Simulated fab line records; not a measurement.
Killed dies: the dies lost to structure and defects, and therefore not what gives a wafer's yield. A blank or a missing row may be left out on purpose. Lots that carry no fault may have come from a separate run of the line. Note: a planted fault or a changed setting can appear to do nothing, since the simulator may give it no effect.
fab line records | flow sky130
record: lots: 10 wafers: 30 last-day: 48
route steps=708 shown FIELD_ISO@17 SPACER@304 METAL1@437
lots with no fault: from the same line, run without faults
start-h: the number of hours between the record's first day and the start of the first shown wafer of the lot | wait-h: time in hours since the lot's previous step | " identical to the entry in the row above | L1.1+2: one row covering several wafers at once | - value missing, or start not given | * or withheld: withheld | < > ~ a bound
route shown NAME@n: names a module that has steps shown in the file, with the first one's number in the route | usual: the fault-free wafers' mean and standard deviation | same: alike in all rows | chamber/n: place in a boat | sites: each site's reading | _std_site: the standard deviation of these | _edge_site: inner sites' mean taken away from outer sites' mean | radius-mm: for every site, how far away it sits from the centre of the wafer | mask NAME#n: copy n | behind: the tool/chamber that last shaped the wafer | hold: reason for holding the lot/hours on hold/outcome of the hold | device: transistor that didn't switch, given as n, p or np | end of line: tests run on the same wafers once the route is complete | a step with no rows: only its recipe | killed: dies lost to structure and defects at the first sort, not the wafer's yield | map: the dies of a wafer, with x for killed, . for not killed, _ for no die there
set.NAME: the setting as run; set.NAME@STEP: as run at that earlier step | model.NAME: the simulator's own value behind a step, which no gauge read
the route's steps for a sample of lots (tables are steps, rows are wafers)
services: when a tool's chamber went out of use (start-h, in hours from the record's first day, below 0 if earlier), for how many hours, and the reason
== steps ==
step: SKY_FIELD_ISO_STRIP_16
recipe: chemistry: O2/N2 power-w: 1400 pressure-mtorr: 1500 platen-temp-c: withheld o2-flow-sccm: 3000 n2-flow-sccm: 300 overash-fraction: 0.5
usual: chamber-pressure-mTorr: 1500.0/1.4 drypump-motor-current-A: 5.8/0.44 oes-product-au: 0.380/0.0044 strip-time-to-endpoint-s: 3.61/0.036
columns lot.wafer tool chamber start-h wait-h chamber-pressure-mTorr drypump-motor-current-A oes-product-au rf-hours-counter-h strip-time-to-endpoint-s
L463.1 plasma-asher-02 1 33.49 0.0 1501.1 5.2 0.377 22 3.64
L463.2 " 0 " " 1500.1 5.1 0.380 22 3.56
L463.3 " 1 " " 1501.4 5.2 0.384 - 3.61
L466.2 plasma-asher-03 0 50.24 0.0 1502.4 6.3 0.381 36 3.58
L466.5 " 1 " " 1498.7 5.9 0.372 - 3.61
L466.6 " 0 " " 1500.9 6.4 0.385 - 3.65
L467.1 plasma-asher-03 0 54.91 0.0 1501.0 6.2 0.380 36 3.60
L467.3 " 0 " " 1500.9 6.3 0.383 - 3.52
L467.6 " 0 " " 1498.4 6.3 0.375 - 3.66
L468.1 plasma-asher-03 1 59.94 0.0 1503.1 5.9 0.384 37 3.65
L468.4 " 1 " " 1499.3 5.9 0.387 - 3.66
L468.5 " 0 " " 1499.3 6.3 0.379 - 3.63
L469.1 plasma-asher-04 0 65.79 0.0 1500.9 6.2 0.385 36 3.59
L469.2 " 1 " " 1498.9 5.5 0.385 36 3.62
L469.4 " 0 " " 1500.3 6.2 0.377 - 3.58
L470.2 plasma-asher-04 0 70.49 0.0 1498.9 6.2 0.384 36 3.61
L470.5 " 0 " " 1502.1 6.2 0.380 - 3.62
L470.6 " 1 " " 1501.7 5.6 0.381 - 3.63
L471.1 plasma-asher-04 1 75.79 0.0 1501.5 5.6 0.384 37 3.67
L471.3 " 1 " " 1500.6 5.6 0.383 - 3.65
L471.4 " 0 " " 1501.0 6.2 0.384 - 3.63
L473.3 plasma-asher-02 1 85.83 0.1 1500.5 5.2 0.382 - 3.56
L473.4 " 0 " " 1500.5 5.1 0.373 - 3.66
L473.6 " 1 " " 1502.9 5.2 0.378 - 3.62
L474.1 plasma-asher-03 1 92.11 0.0 1501.2 5.9 0.373 40 3.59
L474.2 " 0 " " 1499.8 6.3 0.388 40 3.62
L474.5 " 1 " " 1498.5 5.9 0.379 - 3.64
L475.1 plasma-asher-02 0 96.66 0.0 1497.8 5.1 0.373 29 3.60
L475.3 " 0 " " 1501.6 5.2 0.382 - 3.63
L475.6 " 1 " " 1499.9 5.2 0.380 - 3.63
step: SKY_SPACER_CVD_00
recipe: material: Si3N4 precursor: DCS/NH3 target-thk-nm: 43.1 temp-c: 770 time-s: 740 pressure-mtorr: 250
usual: pressure-mtorr: 249.8/0.54 spike-tc-bottom-C: 791.2/1 spike-tc-centre-C: 772.3/1.2 spike-tc-lower-C: 770.9/2.1 spike-tc-top-C: 783.0/2 spike-tc-upper-C: 770.4/1 susceptor-temp-C: 770.0/0.33
columns lot.wafer tool chamber start-h wait-h pressure-mtorr spike-tc-bottom-C spike-tc-centre-C spike-tc-lower-C spike-tc-top-C spike-tc-upper-C susceptor-temp-C
L463.1 lpcvd-02 0 535.17 0.0 250.3 791.2 772.5 772.0 784.0 770.1 769.6
L463.2 " 0 " " 250.1 790.9 773.6 771.7 783.5 770.8 770.0
L463.3 " 0 " " 249.5 791.4 772.2 773.1 785.5 771.2 769.8
L466.2 lpcvd-02 0 566.22 0.0 248.6 790.0 772.5 772.7 784.3 771.1 770.4
L466.5 " 0 " " 249.5 789.1 772.8 772.8 784.1 769.7 770.2
L466.6 " 0 " " 249.6 791.3 771.1 771.3 785.5 769.2 769.6
L467.1 lpcvd-02 0 573.09 0.2 249.6 790.7 775.2 770.3 784.3 772.8 769.9
L467.3 " 0 " " 249.2 789.4 773.7 772.0 782.9 770.2 770.1
L467.6 " 0 " " 248.6 789.7 773.8 772.5 784.4 771.5 770.3
L468.1 lpcvd-02 1 591.02 0.9 249.2 791.2 774.5 768.4 780.7 770.3 770.0
L468.4 " 1 " " 249.3 792.7 770.5 767.7 779.7 768.1 770.5
L468.5 " 1 " " 250.0 791.7 771.7 769.5 779.3 771.0 769.8
L469.1 lpcvd-02 1 595.72 0.0 250.5 790.3 771.7 768.7 780.5 770.8 770.4
L469.2 " 1 " " 249.5 791.0 771.6 767.4 783.2 770.6 770.8
L469.4 " 1 " " 250.2 791.6 772.1 769.6 780.1 770.3 770.6
L470.2 lpcvd-02 0 600.88 0.0 250.0 792.0 773.4 771.6 784.8 770.4 769.7
L470.5 " 0 " " 250.5 791.1 771.7 772.0 784.8 770.8 770.1
L470.6 " 0 " " 250.2 792.1 772.5 772.2 781.8 770.6 769.5
L471.1 lpcvd-02 0 606.84 0.2 250.5 791.2 772.4 773.1 784.5 772.4 769.7
L471.3 " 0 " " 250.2 790.1 773.8 771.4 784.1 769.7 769.6
L471.4 " 0 " " 250.5 791.7 770.4 770.7 784.7 769.5 769.4
L473.3 lpcvd-02 1 636.59 0.7 250.1 800.9 779.0 775.2 787.5 778.2 778.6
L473.4 " 1 " " 249.6 801.5 780.0 776.8 790.2 780.0 779.0
L473.6 " 1 " " 249.6 800.7 779.3 775.4 789.2 777.3 778.6
L474.1 lpcvd-02 0 646.05 0.1 249.8 799.5 781.5 778.5 792.2 780.7 777.8
L474.2 " 0 " " 249.4 800.2 780.8 781.7 793.0 781.1 778.0
L474.5 " 0 " " 249.7 799.1 781.7 779.9 793.2 778.6 778.2
L475.1 lpcvd-02 0 647.39 0.0 249.6 799.5 780.5 780.5 792.6 777.4 778.6
L475.3 " 0 " " 250.1 798.9 782.0 780.2 792.3 779.2 778.6
L475.6 " 0 " " 249.8 798.7 782.1 781.5 791.9 781.7 778.5
step: SKY_SPACER_THK_MEAS_01
recipe: reads: Si3N4_of_SPACER_CVD_00
usual: SPACER_CVD_00_THK: 42.8/0.47
columns lot.wafer tool chamber start-h wait-h SPACER_CVD_00_THK[nm]
L463.1 film-metro-03 - 536.37 0.0 42.1
L463.2 " - " " 42.1
L463.3 " - " " 42.1
L466.2 film-metro-04 - 567.44 0.0 42.4
L466.5 " - " " 42.6
L466.6 " - " " 42.3
L467.1 film-metro-03 - 574.29 0.0 42.6
L467.3 " - " " 42.8
L467.6 " - " " 42.8
L468.1 film-metro-04 - 592.22 0.0 43.5
L468.4 " - " " 43.5
L468.5 " - " " 43.4
L469.1 film-metro-03 - 596.93 0.0 42.2
L469.2 " - " " 42.2
L469.4 " - " " 42.5
L470.2 film-metro-03 - 602.10 0.0 43.9
L470.5 " - " " 43.4
L470.6 " - " " 43.5
L471.1 film-metro-04 - 608.04 0.0 43.7
L471.3 " - " " 43.5
L471.4 " - " " 43.4
L473.3 film-metro-03 - 637.81 0.0 50.5
L473.4 " - " " 50.4
L473.6 " - " " 50.5
L474.1 film-metro-04 - 647.25 0.0 49.6
L474.2 " - " " 49.6
L474.5 " - " " 49.5
L475.1 film-metro-04 - 648.59 0.0 50.6
L475.3 " - " " 50.8
L475.6 " - " " 50.2
step: SKY_SPACER_ETCHBACK_02
recipe: chemistry: CH3F/O2 target: Si3N4 stop-on: SiO2 source-w: 400 bias-w: 80 pressure-mtorr: 25 ch3f-flow-sccm: 40 O2_flow_sccm: 30 time-s: 46.7 target-depth-a: 450
usual: chamber-pressure-mTorr: 24.998/0.023 drypump-motor-current-A: 5.7/0.39 oes-product-au: 0.851/0.0075 throttle-valve-pct: 10.562/0.0097
columns lot.wafer tool chamber start-h wait-h chamber-pressure-mTorr drypump-motor-current-A oes-product-au rf-hours-counter-h throttle-valve-pct
L463.1 rie-diel-02 3 536.43 0.1 25.031 6.0 0.846 5 10.561
L463.2 " 2 " " 25.010 6.3 0.841 1 10.558
L463.3 " 0 " " 24.971 5.9 0.839 76 10.568
L466.2 rie-diel-03 0 567.49 0.0 25.020 5.9 0.846 22 10.566
L466.5 " 1 " " 24.975 5.4 0.852 - 10.561
L466.6 " 2 " " 24.984 5.1 0.841 - 10.555
L467.1 rie-diel-01 0 574.35 0.1 25.010 5.5 0.849 4 10.540
L467.3 " 2 " " 24.996 6.3 0.850 13 10.569
L467.6 " 3 " " 24.950 5.3 0.846 - 10.569
L468.1 rie-diel-02 0 592.28 0.1 25.023 5.9 0.861 0 10.557
L468.4 " 2 " " 25.024 6.2 0.859 2 10.570
L468.5 " 0 " " 25.002 5.9 0.862 - 10.556
L469.1 rie-diel-02 0 596.99 0.1 25.042 5.9 0.840 0 10.565
L469.2 " 1 " " 24.973 5.4 0.837 6 10.568
L469.4 " 2 " " 24.983 6.2 0.848 2 10.563
L470.2 rie-diel-01 0 602.15 0.0 24.966 5.5 0.865 4 10.572
L470.5 " 3 " " 25.018 5.3 0.862 - 10.557
L470.6 " 2 " " 24.987 6.3 0.864 - 10.560
L471.1 rie-diel-03 1 608.10 0.1 24.996 5.4 0.864 3 10.552
L471.3 " 3 " " 24.996 5.4 0.857 6 10.555
L471.4 " 0 " " 24.962 5.9 0.854 22 10.563
L473.3 rie-diel-01 1 637.85 0.0 25.029 5.8 0.937 6 10.566
L473.4 " 2 " " 24.964 6.3 0.937 14 10.574
L473.6 " 3 " " 24.994 5.2 0.935 - 10.570
L474.1 rie-diel-03 1 647.31 0.1 25.077 5.4 0.930 3 10.571
L474.2 " 3 " " 24.999 5.4 0.920 7 10.584
L474.5 " 1 " " 24.980 5.4 0.923 - 10.569
L475.1 rie-diel-02 0 648.65 0.1 25.025 5.9 0.938 1 10.578
L475.3 " 1 " " 24.991 5.4 0.939 7 10.558
L475.6 " 3 " " 25.024 6.0 0.936 - 10.571
step: SKY_METAL1_SPUTTER_03
recipe: material: Ti target-thk-nm: 5 power-w: 3060 time-s: 3.3 chamber-pressure-pa: 0.4
usual: throttle-valve-pct: 30.9/1.1
columns lot.wafer tool chamber start-h wait-h throttle-valve-pct
L463.1 pvd-sputter-04 - 743.08 0.0 31.6
L463.2 " - " " 30.9
L463.3 " - " " 29.3
L466.2 pvd-sputter-01 - 772.52 0.0 31.2
L466.5 " - " " 31.4
L466.6 " - " " 31.9
L467.1 pvd-sputter-03 - 777.19 0.0 30.4
L467.3 " - " " 32.0
L467.6 " - " " 30.2
L468.1 pvd-sputter-01 - 793.48 0.0 28.9
L468.4 " - " " 30.1
L468.5 " - " " 31.9
L469.1 pvd-sputter-01 - 798.71 0.0 29.0
L469.2 " - " " 31.8
L469.4 " - " " 30.3
L470.2 pvd-sputter-01 - 803.48 0.0 31.2
L470.5 " - " " 31.2
L470.6 " - " " 30.2
L471.1 pvd-sputter-04 - 806.88 0.0 32.4
L471.3 " - " " 29.4
L471.4 " - " " 30.8
L473.3 pvd-sputter-03 - 838.52 0.0 31.8
L473.4 " - " " 30.5
L473.6 " - " " 29.7
L474.1 pvd-sputter-03 - 843.95 0.0 32.0
L474.2 " - " " 30.3
L474.5 " - " " 32.1
L475.1 pvd-sputter-01 - 844.93 0.0 30.0
L475.3 " - " " 31.9
L475.6 " - " " 31.3
step: SKY_METAL1_THK_MEAS_06
recipe: thk-meas-gauge: xrf reads: AlCu_of_METAL1_SPUTTER_02
usual: METAL1_ALCU_THK: 251/3.7
columns lot.wafer tool chamber start-h wait-h METAL1_ALCU_THK[nm]
L463.1 film-metro-03 - 743.26 0.1 247
L463.2 " - " " 247
L463.3 " - " " 248
L466.2 film-metro-03 - 772.71 0.1 248
L466.5 " - " " 248
L466.6 " - " " 251
L467.1 film-metro-04 - 777.38 0.1 248
L467.3 " - " " 245
L467.6 " - " " 248
L468.1 film-metro-03 - 793.67 0.1 251
L468.4 " - " " 252
L468.5 " - " " 254
L469.1 film-metro-03 - 798.90 0.1 260
L469.2 " - " " 258
L469.4 " - " " 261
L470.2 film-metro-04 - 803.68 0.1 250
L470.5 " - " " 246
L470.6 " - " " 248
L471.1 film-metro-04 - 807.06 0.1 245
L471.3 " - " " 244
L471.4 " - " " 243
L473.3 film-metro-02 - 838.73 0.1 246
L473.4 " - " " 246
L473.6 " - " " 248
L474.1 film-metro-02 - 844.13 0.1 253
L474.2 " - " " 251
L474.5 " - " " 254
L475.1 film-metro-02 - 845.12 0.1 251
L475.3 " - " " 253
L475.6 " - " " 249
== services ==
columns tool chamber start-h hours kind
rie-diel-02 1 18.32 16.7 repair
plasma-asher-03 - 73.73 0.5 repair
rie-diel-02 0 97.18 132.0 repair
rie-diel-02 - 145.73 2.2 repair
lpcvd-02 - 188.97 1.6 repair
rie-diel-02 3 204.51 10.8 repair
plasma-asher-03 - 289.90 7.0 repair
pvd-sputter-01 - 300.23 2.4 repair
rie-diel-02 3 420.57 4.5 repair
plasma-asher-03 - 421.25 9.0 pm
pvd-sputter-01 - 430.26 0.5 repair
plasma-asher-03 - 439.66 22.2 repair
plasma-asher-03 - 463.42 3.4 repair
rie-diel-02 1 504.73 3.5 repair
rie-diel-02 2 513.66 10.8 repair
plasma-asher-03 - 527.49 4.7 repair
plasma-asher-03 - 579.54 2.8 pm
rie-diel-02 1 636.88 1.5 repair
plasma-asher-03 - 648.99 1.8 repair
rie-diel-02 - 665.87 2.8 pm
rie-diel-02 0 690.19 9.3 repair
rie-diel-02 2 695.12 6.3 repair
rie-diel-02 1 706.11 7.7 repair
pvd-sputter-01 - 775.56 2.4 repair
== key ==
first-sign: step: SKY_SPACER_CVD_00 reading: susceptor-temp-C direction: up sigmas: 26 usual: * struck: *
effect: step: SKY_SPACER_CVD_00 reading: spike-tc-upper-C direction: up sigmas: 8.6 usual: 770.4 struck: 779.4
effect: step: SKY_SPACER_THK_MEAS_01 reading: SPACER_CVD_00_THK direction: up sigmas: 16 usual: 42.8 struck: 50.2
effect: step: SKY_SPACER_ETCHBACK_02 reading: oes-product-au direction: up sigmas: 11 usual: 0.851 struck: 0.933
met-at SKY_SPACER_CVD_00
struck-lots L473,L474,L475
tester-left-out L473,L474,L475
not-acting-at SKY_FIELD_ISO_STRIP_16,SKY_METAL1_SPUTTER_03,SKY_METAL1_THK_MEAS_06
onset-between 606.84 636.59
fault: kind: process-parameter-drift tool: lpcvd-02 chamber: - onset-h: 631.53 steps: SKY_SPACER_CVD_00 channel: temp-c offset: * shape: step end-h: 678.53 acts-in: * stated: *
tester-left-out: of these lots the tester's yield and bins aren't shown, on N5 and GAA mostly nor the transistor test; their killed dies are dies lost to structure and defects alone, not to doping, threshold or leakage, so they don't give the yield
